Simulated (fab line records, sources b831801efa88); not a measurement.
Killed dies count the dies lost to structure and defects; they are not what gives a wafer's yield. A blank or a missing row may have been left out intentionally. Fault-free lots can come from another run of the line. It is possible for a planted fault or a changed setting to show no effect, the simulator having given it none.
fab line records ; flow gf180mcu
record: lots: 15; wafers: 45; last_day: 34
route steps=602 shown CONTACT@313 M1@330 V1@338
lots that met no fault: taken from a fault-free run of the same line
start_h: the number of hours between the record's first day and the start of the first shown wafer of the lot ; wait_h: hours since the lot's step before ; " repeats the value in the row above ; L1.1+2: a row that stands for several wafers ; - no value, or no start given ; * or withheld: withheld ; < > ~ a bound
route shown NAME@n: NAME is a module with steps in the file, n the number in the route of the first one ; usual: mean/standard deviation taken from wafers without a fault ; same: alike in all rows ; chamber/n: place in a boat ; sites: each site's reading ; _std_site: the values' standard deviation ; _edge_site: mean of outer sites minus mean of inner sites ; radius_mm: how far each site lies from the wafer's centre ; mask NAME#n: copy n ; behind: the last tool/chamber to shape the wafer ; hold: why the lot was held/for how many hours/how that ended ; device: whichever transistor did not switch (one of n, p or np) ; end of line: at the end of the route, the tests of the same wafers ; where a step has no rows: the recipe by itself ; killed: at the first sort, the dies lost to defects and structure; wafer yield is something else ; map: per-die view of a wafer (x killed, . not killed, _ where there is no die)
set.NAME: the run value of the setting; set.NAME@STEP: its run value at that earlier step ; model.NAME: the simulator's own value behind a step, which no gauge read
steps of the route over a sample of lots; a table a step, a row a wafer
== steps ==
step: GF_CONTACT_THK_MEAS_26
recipe: thk_meas_gauge: xrf; reads: W_of_CONTACT_CVD_24
usual: CONTACT_W_THK: 302/6.4
lot.wafer;tool;chamber;start_h;wait_h;CONTACT_W_THK[nm]
L238.1;film_metro-02;-;366.70;0.1;308
L238.2;film_metro-02;-;366.70;0.1;303
L238.6;film_metro-02;-;366.70;0.1;308
L240.3;film_metro-02;-;380.78;0.1;307
L240.4;film_metro-02;-;380.78;0.1;300
L240.6;film_metro-02;-;380.78;0.1;309
L241.2;film_metro-03;-;390.51;0.1;296
L241.5;film_metro-03;-;390.51;0.1;293
L241.6;film_metro-03;-;390.51;0.1;299
L242.1;film_metro-02;-;398.20;0.1;292
L242.2;film_metro-02;-;398.20;0.1;294
L242.5;film_metro-02;-;398.20;0.1;292
L243.1;film_metro-03;-;408.60;0.1;299
L243.2;film_metro-03;-;408.60;0.1;295
L243.5;film_metro-03;-;408.60;0.1;302
L244.3;film_metro-03;-;422.47;0.1;310
L244.4;film_metro-03;-;422.47;0.1;299
L244.5;film_metro-03;-;422.47;0.1;312
L247.3;film_metro-02;-;438.63;0.1;295
L247.4;film_metro-02;-;438.63;0.1;304
L247.6;film_metro-02;-;438.63;0.1;304
L246.1;film_metro-03;-;442.66;0.1;301
L246.4;film_metro-03;-;442.66;0.1;306
L246.6;film_metro-03;-;442.66;0.1;298
L253.2;film_metro-03;-;501.61;0.1;301
L253.4;film_metro-03;-;501.61;0.1;297
L253.5;film_metro-03;-;501.61;0.1;297
L254.2;film_metro-02;-;502.57;0.1;295
L254.5;film_metro-02;-;502.57;0.1;307
L254.6;film_metro-02;-;502.57;0.1;296
L255.1;film_metro-02;-;512.06;0.1;294
L255.2;film_metro-02;-;512.06;0.1;297
L255.3;film_metro-02;-;512.06;0.1;295
L257.1;film_metro-03;-;530.70;0.1;313
L257.2;film_metro-03;-;530.70;0.1;304
L257.5;film_metro-03;-;530.70;0.1;316
L258.1;film_metro-03;-;537.48;0.1;305
L258.4;film_metro-03;-;537.48;0.1;302
L258.6;film_metro-03;-;537.48;0.1;304
L260.2;film_metro-02;-;554.87;0.1;308
L260.3;film_metro-02;-;554.87;0.1;308
L260.5;film_metro-02;-;554.87;0.1;312
L261.2;film_metro-03;-;556.97;0.1;299
L261.3;film_metro-03;-;556.97;0.1;302
L261.6;film_metro-03;-;556.97;0.1;299
step: GF_M1_OVL_MEAS_15
usual: M1_OVL: 0/4.8
lot.wafer;tool;chamber;start_h;wait_h;M1_OVL[nm]
L238.1;overlay-01;-;389.68;0.1;-4
L238.2;overlay-01;-;389.68;0.1;-4
L238.6;overlay-01;-;389.68;0.1;-2
L240.3;overlay-01;-;404.54;0.1;0
L240.4;overlay-01;-;404.54;0.1;-6
L240.6;overlay-01;-;404.54;0.1;0
L241.2;overlay-02;-;414.39;0.1;-2
L241.5;overlay-02;-;414.39;0.1;1
L241.6;overlay-02;-;414.39;0.1;5
L242.1;overlay-02;-;422.08;0.1;-8
L242.2;overlay-02;-;422.08;0.1;-5
L242.5;overlay-02;-;422.08;0.1;-5
L243.1;overlay-02;-;432.77;0.1;-4
L243.2;overlay-02;-;432.77;0.1;7
L243.5;overlay-02;-;432.77;0.1;5
L244.3;overlay-01;-;447.53;0.1;-2
L244.4;overlay-01;-;447.53;0.1;4
L244.5;overlay-01;-;447.53;0.1;1
L247.3;overlay-01;-;463.64;0.1;-1
L247.4;overlay-01;-;463.64;0.1;0
L247.6;overlay-01;-;463.64;0.1;-7
L246.1;overlay-01;-;467.57;0.1;-1
L246.4;overlay-01;-;467.57;0.1;0
L246.6;overlay-01;-;467.57;0.1;1
L253.2;overlay-02;-;525.69;0.1;-1
L253.4;overlay-02;-;525.69;0.1;-5
L253.5;overlay-02;-;525.69;0.1;2
L254.2;overlay-02;-;526.28;0.1;-3
L254.5;overlay-02;-;526.28;0.1;12
L254.6;overlay-02;-;526.28;0.1;3
L255.1;overlay-02;-;534.97;0.1;6
L255.2;overlay-02;-;534.97;0.1;7
L255.3;overlay-02;-;534.97;0.1;7
L257.1;overlay-01;-;556.02;0.1;-2
L257.2;overlay-01;-;556.02;0.1;3
L257.5;overlay-01;-;556.02;0.1;-2
L258.1;overlay-01;-;560.99;0.1;-2
L258.4;overlay-01;-;560.99;0.1;2
L258.6;overlay-01;-;560.99;0.1;3
L260.2;overlay-02;-;577.84;0.1;-6
L260.3;overlay-02;-;577.84;0.1;-12
L260.5;overlay-02;-;577.84;0.1;1
L261.2;overlay-02;-;579.67;0.1;9
L261.3;overlay-02;-;579.67;0.1;2
L261.6;overlay-02;-;579.67;0.1;10
step: GF_V1_THK_MEAS_03
recipe: reads: SiO2_of_V1_CVD_02
usual: V1_CVD_02_THK: 845/10
lot.wafer;tool;chamber;start_h;wait_h;V1_CVD_02_THK[nm]
L238.1;film_metro-02;-;390.67;0.0;833
L238.2;film_metro-02;-;390.67;0.0;831
L238.6;film_metro-02;-;390.67;0.0;849
L240.3;film_metro-01;-;405.44;0.1;846
L240.4;film_metro-01;-;405.44;0.1;861
L240.6;film_metro-01;-;405.44;0.1;864
L241.2;film_metro-02;-;415.36;0.0;830
L241.5;film_metro-02;-;415.36;0.0;841
L241.6;film_metro-02;-;415.36;0.0;848
L242.1;film_metro-02;-;423.06;0.0;859
L242.2;film_metro-02;-;423.06;0.0;836
L242.5;film_metro-02;-;423.06;0.0;856
L243.1;film_metro-04;-;433.83;0.0;844
L243.2;film_metro-04;-;433.83;0.0;836
L243.5;film_metro-04;-;433.83;0.0;859
L244.3;film_metro-04;-;448.44;0.1;841
L244.4;film_metro-04;-;448.44;0.1;852
L244.5;film_metro-04;-;448.44;0.1;846
L247.3;film_metro-02;-;464.62;0.1;837
L247.4;film_metro-02;-;464.62;0.1;854
L247.6;film_metro-02;-;464.62;0.1;854
L246.1;film_metro-04;-;468.48;0.0;839
L246.4;film_metro-04;-;468.48;0.0;844
L246.6;film_metro-04;-;468.48;0.0;850
L253.2;film_metro-04;-;526.59;0.0;844
L253.4;film_metro-04;-;526.59;0.0;862
L253.5;film_metro-04;-;526.59;0.0;861
L254.2;film_metro-02;-;527.25;0.0;831
L254.5;film_metro-02;-;527.25;0.0;856
L254.6;film_metro-02;-;527.25;0.0;840
L255.1;film_metro-02;-;536.04;0.0;840
L255.2;film_metro-02;-;536.04;0.0;843
L255.3;film_metro-02;-;536.04;0.0;842
L257.1;film_metro-01;-;556.95;0.0;830
L257.2;film_metro-01;-;556.95;0.0;829
L257.5;film_metro-01;-;556.95;0.0;853
L258.1;film_metro-02;-;561.89;0.0;840
L258.4;film_metro-02;-;561.89;0.0;860
L258.6;film_metro-02;-;561.89;0.0;861
L260.2;film_metro-01;-;578.81;0.0;841
L260.3;film_metro-01;-;578.81;0.0;834
L260.5;film_metro-01;-;578.81;0.0;865
L261.2;film_metro-02;-;580.62;0.0;841
L261.3;film_metro-02;-;580.62;0.0;839
L261.6;film_metro-02;-;580.62;0.0;860
step: GF_V1_DEVELOP_13
recipe: develop_time_s: 60; resist: KrF; dev_temp_c: 21
usual: chill_plate_temp_C: 23.00/0.1; develop_time_s: 60/0
lot.wafer;tool;chamber;start_h;wait_h;chill_plate_temp_C;develop_time_s
L238.1;litho_track-04;0;414.21;0.2;23.09;60
L238.2;litho_track-04;0;414.21;0.2;22.92;60
L238.6;litho_track-04;0;414.21;0.2;23.00;60
L240.3;litho_track-04;0;429.66;0.1;23.09;60
L240.4;litho_track-04;0;429.66;0.1;22.99;60
L240.6;litho_track-04;0;429.66;0.1;23.04;60
L241.2;litho_track-01;0;439.93;0.2;22.96;60
L241.5;litho_track-01;0;439.93;0.2;23.00;60
L241.6;litho_track-01;0;439.93;0.2;23.00;60
L242.1;litho_track-01;0;448.20;0.2;23.09;60
L242.2;litho_track-01;0;448.20;0.2;23.12;60
L242.5;litho_track-01;0;448.20;0.2;23.16;60
L243.1;litho_track-02;0;457.95;0.2;22.85;60
L243.2;litho_track-02;0;457.95;0.2;22.87;60
L243.5;litho_track-02;0;457.95;0.2;22.91;60
L244.3;litho_track-02;0;473.30;0.1;23.08;60
L244.4;litho_track-02;0;473.30;0.1;23.09;60
L244.5;litho_track-02;0;473.30;0.1;22.93;60
L247.3;litho_track-01;0;489.45;0.1;23.10;60
L247.4;litho_track-01;0;489.45;0.1;23.04;60
L247.6;litho_track-01;0;489.45;0.1;23.03;60
L246.1;litho_track-02;0;493.10;0.2;23.00;60
L246.4;litho_track-02;0;493.10;0.2;23.09;60
L246.6;litho_track-02;0;493.10;0.2;22.93;60
L253.2;litho_track-01;-;554.13;0.2;-;-
L253.4;litho_track-01;-;554.13;0.2;-;-
L253.5;litho_track-01;-;554.13;0.2;-;-
L254.2;litho_track-04;-;554.19;0.2;-;-
L254.5;litho_track-04;-;554.19;0.2;-;-
L254.6;litho_track-04;-;554.19;0.2;-;-
L255.1;litho_track-02;-;559.05;0.2;-;-
L255.2;litho_track-02;-;559.05;0.2;-;-
L255.3;litho_track-02;-;559.05;0.2;-;-
L257.1;litho_track-01;0;578.85;0.2;22.87;60
L257.2;litho_track-01;0;578.85;0.2;23.01;60
L257.5;litho_track-01;0;578.85;0.2;22.88;60
L258.1;litho_track-02;0;583.95;0.2;23.04;60
L258.4;litho_track-02;0;583.95;0.2;22.78;60
L258.6;litho_track-02;0;583.95;0.2;23.07;60
L260.2;litho_track-04;0;600.59;0.2;23.00;60
L260.3;litho_track-04;0;600.59;0.2;23.01;60
L260.5;litho_track-04;0;600.59;0.2;23.04;60
L261.2;litho_track-02;0;601.87;0.2;22.84;60
L261.3;litho_track-02;0;601.87;0.2;22.92;60
L261.6;litho_track-02;0;601.87;0.2;22.79;60
== key ==
first_sign: step: GF_V1_DEVELOP_13; reading: tool_record; direction: missing
effect none on later readings
met_at GF_V1_DEVELOP_13
struck_lots L253,L254,L255
later_rows_left_out L253.2,L253.4,L253.5,L254.2,L254.5,L254.6,L255.1,L255.2,L255.3
sort_left_out L253.2,L253.4,L253.5,L254.2,L254.5,L254.6,L255.1,L255.2,L255.3
not_acting_at GF_CONTACT_THK_MEAS_26,GF_M1_OVL_MEAS_15,GF_V1_THK_MEAS_03
onset_between 493.10 554.13
fault: kind: skipped_step_whole; tool: litho_track-01,litho_track-02,litho_track-04; chamber: -; onset_h: 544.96; steps: GF_V1_DEVELOP_13; scope: struck_lots_only
sort_left_out: the simulated sort isn't trusted on such a fault, so these wafers' sort isn't shown, and their yield isn't known
later_rows_left_out: the simulator's readings of these wafers behind a module that went badly wrong aren't trusted and aren't shown, but for the sort
